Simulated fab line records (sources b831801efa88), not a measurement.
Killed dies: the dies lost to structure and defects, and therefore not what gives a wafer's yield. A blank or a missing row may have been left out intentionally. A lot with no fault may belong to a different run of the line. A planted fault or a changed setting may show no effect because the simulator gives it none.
Which tool did it?    flow sky130    11 lots with 33 wafers sampled at 4 steps, on a route of 708 steps

WHAT EACH GAUGE READ, for each wafer
SKY_GATE_OXIDE_THK_MEAS_02. Usual: GATE_OXIDE_OXIDATION_00_THK gives 10.26 nm (standard deviation 0.21).
lot   measured      on             GATE_OXIDE_OXIDATION_00_THK (nm)  flag
L536  day 12 21:19  film metro-03  10.12 10.23 10.26                 
L541  day 14 10:24  film metro-03  10.37 10.14 10.17                 
L542  day 14 17:52  film metro-03  10.24 10.11 10.11                 
L543  day 15 00:13  film metro-03  10.23 10.24 10.13                 
L544  day 15 09:43  film metro-03  10.17 10.12 10.23                 
L545  day 15 21:18  film metro-04  10.07 10.11 10.01                 
L546  day 16 07:13  film metro-04  10.42 10.40 10.37                 
L551  day 17 20:37  film metro-03  9.26 9.23 9.37                    OFF
L552  day 18 08:41  film metro-02  9.59 9.48 9.42                    OFF
L557  day 20 01:46  film metro-02  10.13 10.17 10.33                 
L559  day 20 17:30  film metro-02  10.24 10.24 10.01                 

SKY_SD_N_OVL_MEAS_08. Usual: SD_N_OVL gives -0.1 nm (standard deviation 1.7).
lot   measured      on          SD_N_OVL (nm)   flag
L536  day 27 21:20  overlay-02  1.0 0.3 1.8     
L541  day 29 14:49  overlay-02  -1.3 -0.9 -0.7  
L542  day 30 05:07  overlay-02  0.6 -1.0 1.3    
L543  day 30 07:49  overlay-01  0.4 -1.7 -2.4   
L544  day 30 15:01  overlay-01  -0.1 -0.7 0.9   
L545  day 31 05:34  overlay-02  -2.6 -1.0 -1.2  
L546  day 31 14:40  overlay-02  -0.7 -0.7 -1.0  
L551  day 33 02:08  overlay-01  1.4 -1.1 -0.5   
L552  day 33 11:22  overlay-02  -2.7 -2.1 -0.7  
L557  day 34 20:19  overlay-01  0.0 -0.7 -0.7   
L559  day 35 09:01  overlay-01  5.6 3.9 3.9     

EACH LOT AND THE TOOL THAT RAN IT (in order: tool; ch and the chambers of the sampled wafers; start)
lot   SKY_GATE_OXIDE_OXIDATION_01    SKY_RES_PROTECT_SOFTBAKE_03
L536  furnace-02 ch 0, day 12 19:53  litho track-01 ch 0, day 14 15:51
L541  furnace-02 ch 0, day 14 08:59  litho track-01 ch 0, day 16 05:48
L542  furnace-01 ch 0, day 14 16:26  litho track-03 ch 0, day 16 15:46
L543  furnace-01 ch 0, day 14 22:48  litho track-04 ch 0, day 16 21:19
L544  furnace-01 ch 0, day 15 08:17  litho track-03 ch 0, day 17 06:43
L545  furnace-02 ch 0, day 15 19:53  litho track-03 ch 0, day 17 19:23
L546  furnace-01 ch 0, day 16 05:48  litho track-01 ch 0, day 18 07:05
L551  furnace-01 ch 0, day 17 19:11  litho track-04 ch 0, day 20 00:08
L552  furnace-01 ch 0, day 18 07:17  litho track-03 ch 0, day 20 10:32
L557  furnace-02 ch 0, day 20 00:21  litho track-04 ch 0, day 22 02:07
L559  furnace-02 ch 0, day 20 16:06  litho track-04 ch 0, day 22 17:13
- SKY_GATE_OXIDE_OXIDATION_01: stabilise 600 s, purge 300 s, target thk 10.268 nm.
- SKY_RES_PROTECT_SOFTBAKE_03: time 62.71 s.

WHAT THE TOOLS THEMSELVES READ (means of the sampled wafers that have a number; where no wafer has one, the mark that the record gives instead)
SKY_GATE_OXIDE_OXIDATION_01. Usual: value, then standard deviation, for each; spike tc bottom C 920.3 C / 2.3; spike tc centre C 901.2 C / 1.1; spike tc lower C 899.8 C / 1; spike tc top C 908.9 C / 1.1; spike tc upper C 899.3 C / 1.7; tube center temp C 900.01 C / 0.079; tube_center_temp_C_max 902.3 / 0.39.
lot   tool        spike tc bottom C (C)  spike tc centre C (C)  spike tc lower C (C)  spike tc top C (C)  spike tc upper C (C)  tube center temp C (C)  tube_center_temp_C_max  flag
L536  furnace-02  922.4                  902.5                  899.3                 909.5               898.3                 900.00                  902.2                   
L541  furnace-02  922.0                  900.3                  900.1                 909.0               898.6                 900.00                  902.5                   
L542  furnace-01  918.8                  901.3                  899.3                 908.7               900.2                 899.98                  902.8                   
L543  furnace-01  918.3                  899.7                  899.2                 908.6               901.0                 900.04                  902.4                   
L544  furnace-01  918.2                  900.4                  900.0                 907.7               900.7                 899.98                  902.8                   
L545  furnace-02  922.7                  901.6                  898.0                 908.8               898.9                 899.92                  902.2                   
L546  furnace-01  917.7                  900.9                  899.6                 908.7               901.8                 899.96                  902.4                   
L551  furnace-01  911.4                  894.9                  891.9                 901.4               893.4                 893.18                  895.2                   OFF
L552  furnace-01  911.5                  894.3                  893.8                 902.0               895.3                 893.17                  895.6                   OFF
L557  furnace-02  921.6                  901.4                  898.9                 910.5               897.3                 899.96                  902.1                   
L559  furnace-02  922.4                  902.2                  899.2                 909.6               897.7                 900.05                  902.6                   

SKY_RES_PROTECT_SOFTBAKE_03. Usual: chill plate temp C 23.02 C, standard deviation 0.12; heater power total W 56.72 W, standard deviation 0.053; plate sensor t centre C 90.756 C, standard deviation 0.01; plate sensor t edge C 90.829 C, standard deviation 0.0089.
lot   tool            chill plate temp C (C)  heater power total W (W)  plate sensor t centre C (C)  plate sensor t edge C (C)  flag
L536  litho track-01  22.89                   56.72                     90.749                       90.837                     
L541  litho track-01  23.07                   56.78                     90.764                       90.818                     
L542  litho track-03  22.93                   56.66                     90.755                       90.828                     
L543  litho track-04  23.17                   56.65                     90.754                       90.826                     
L544  litho track-03  22.90                   56.67                     90.749                       90.826                     
L545  litho track-03  22.94                   56.72                     90.755                       90.831                     
L546  litho track-01  22.98                   56.69                     90.755                       90.828                     
L551  litho track-04  22.95                   56.69                     90.756                       90.829                     
L552  litho track-03  22.88                   56.72                     90.758                       90.829                     
L557  litho track-04  23.13                   56.71                     90.746                       90.835                     
L559  litho track-04  23.02                   56.73                     90.760                       90.836                     

THE ANSWER, worked out from the rows above alone
Rule: take the mean of a lot's wafers that have a number; if it is more than 3 standard deviations from the usual mean, the lot is off. Also off: a lot with no number at a reading for which 4 or more lots have one. Where the step has rows for the other lots, those lots are counted as sound. First the gauges in route order, then the tools' own readings, where a lot's mean is used as printed above. The first step at which some lot is off is used, and at that step the reading that is off furthest; a lot without a number counts as furthest.
Off: L551, L552, at SKY_GATE_OXIDE_THK_MEAS_02 (GATE_OXIDE_OXIDATION_00_THK).
If a tool, at a process step before that reading, ran all the lots that are off and no sound lot after the first of them, it fits. Not tried: the gauges at SKY_GATE_OXIDE_THK_MEAS_02; whatever is off there is also off at SKY_GATE_OXIDE_OXIDATION_01, on other tools, and gauge error can't account for it. One fits: furnace-01 at SKY_GATE_OXIDE_OXIDATION_01. A fault onset in the window from L546 (day 16 05:48, its last sound lot) to L551 (day 17 19:11, its first lot off) fits.
The tool's own readings at SKY_GATE_OXIDE_OXIDATION_01 bear it out: on the lots that are off they differ by more than 5 times the standard deviation of the sound lots' means. spike tc centre C reads 894.6 C there against 901.1 C on the sound lots; spike tc lower C reads 892.8 C there against 899.3 C on the sound lots; spike tc top C reads 901.7 C there against 909.0 C on the sound lots; tube center temp C reads 893.17 C there against 899.99 C on the sound lots; tube_center_temp_C_max reads 895.4 there against 902.4 on the sound lots.

WHAT WAS PUT IN BY THE SIMULATOR
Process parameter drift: furnace-01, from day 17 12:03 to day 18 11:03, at SKY_GATE_OXIDE_OXIDATION_01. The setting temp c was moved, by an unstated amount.
Shown lots that were struck: L551, L552. The rule above found the same.
